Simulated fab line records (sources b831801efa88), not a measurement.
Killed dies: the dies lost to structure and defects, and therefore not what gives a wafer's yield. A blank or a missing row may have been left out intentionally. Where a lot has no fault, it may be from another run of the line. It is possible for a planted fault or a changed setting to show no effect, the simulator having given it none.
A lot that was struck, set against a sound lot -- flow sky130 -- 17 out of 708 route steps
Sound: these wafers, L995.2, L995.4, L995.5. Wafers struck: L101.1, L101.3, L101.6. At the end, the cause is stated.
At each step with rows: each side's tool, then ch and its chambers, then its first start. Under that, the readings that differ: sound wafers -- struck wafers -- difference of the means -- sigmas: that difference in standard deviations of wafers without a fault.
alike: same words and numbers on both sides, and readings whose means sit less than 2 such deviations apart. not compared: any withheld reading, any reading some wafer has no value for, any bound like >300 that may hide the same value, and any number with overlapping values for which the record gives no deviation.
The two part at a step that has a row with sigmas, a row that says differs or no value, or rows on one side only. Numbers that have no deviation but don't overlap get no sigmas and don't part them. A reading that every wafer of one side lacks parts them only if that side has two wafers or more.

first, 4 steps without rows for these wafers: SKY_VT_ADJUST_PCH_SOFTBAKE_03; SKY_VT_ADJUST_PCH_EXPOSE_04 (exposes mask NWM, target cd 840 nm); SKY_VT_ADJUST_PCH_PEB_05; SKY_VT_ADJUST_PCH_DEVELOP_06 (develop time 60 s).
SKY_VT_ADJUST_PCH_OVL_MEAS_07:
  sound on overlay-01 at day 12 10:51; struck on overlay-02 at day 14 07:05
  alike: VT_ADJUST_PCH_OVL
next, for these wafers, 1 step has no rows: SKY_VT_ADJUST_PCH_IMPLANT_08.
SKY_VT_ADJUST_PCH_STRIP_09: strips in O2/N2.
  sound on plasmaAsher-04 ch 0, day 12 11:02; struck on plasmaAsher-04 ch 0,1, day 14 07:16
  alike: drypumpMotorCurrentA, oesProductAu, stripTimeToEndpointS
  not compared: rfHoursCounterH
SKY_VT_ADJUST_PCH_TW_MEAS_10:
  sound on filmMetro-02 at day 12 11:08; struck on filmMetro-02 at day 14 07:22
  alike: VT_ADJUST_PCH_TW
then, 4 steps without rows for these wafers: SKY_SONOS_TUNNEL_DEHYDRATE_00 (time 60 s); SKY_SONOS_TUNNEL_HMDS_01 (prime time 60 s); SKY_SONOS_TUNNEL_COAT_02 (resist thk 1140 nm); SKY_SONOS_TUNNEL_SOFTBAKE_03 (time 60 s).
SKY_SONOS_TUNNEL_EXPOSE_04: exposes mask TUNM, target cd 410 nm.
  sound on ilineStepper-02 ch 0, day 13 00:08; struck on ilineStepper-02 ch 0, day 14 20:15
reading,sound,struck,difference,sigmas
exposureDoseMJCm2,136.02 136.07 136.16,128.55 128.66 128.69,-7.45,-53
  alike: mask
then, 2 steps without rows for these wafers: SKY_SONOS_TUNNEL_PEB_05; SKY_SONOS_TUNNEL_DEVELOP_06 (develop time 60 s).
SKY_SONOS_TUNNEL_CD_MEAS_07 targets a cd of 410 nm.
  sound on cdSem-01 at day 13 11:34; struck on cdSem-02 at day 15 09:53
reading,sound,struck,difference,sigmas
cdNm (nm),408.1 408.5 406.5,399.2 396.3 397.2,-10.1,-5
SKY_SONOS_TUNNEL_OVL_MEAS_08:
  sound on overlay-01 at day 13 11:40; struck on overlay-02 at day 15 10:00
  alike: SONOS_TUNNEL_OVL

== WHERE THEY PART ==
At SKY_SONOS_TUNNEL_EXPOSE_04 first; at SKY_SONOS_TUNNEL_CD_MEAS_07 last (within this record only). Later steps at which nothing parts them and some readings are alike: SKY_SONOS_TUNNEL_OVL_MEAS_08.

WHY: the cause the simulator had injected
Process parameters drifting: ilineStepper-02 at SKY_SONOS_TUNNEL_EXPOSE_04, beginning at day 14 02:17. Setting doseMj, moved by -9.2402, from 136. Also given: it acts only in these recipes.
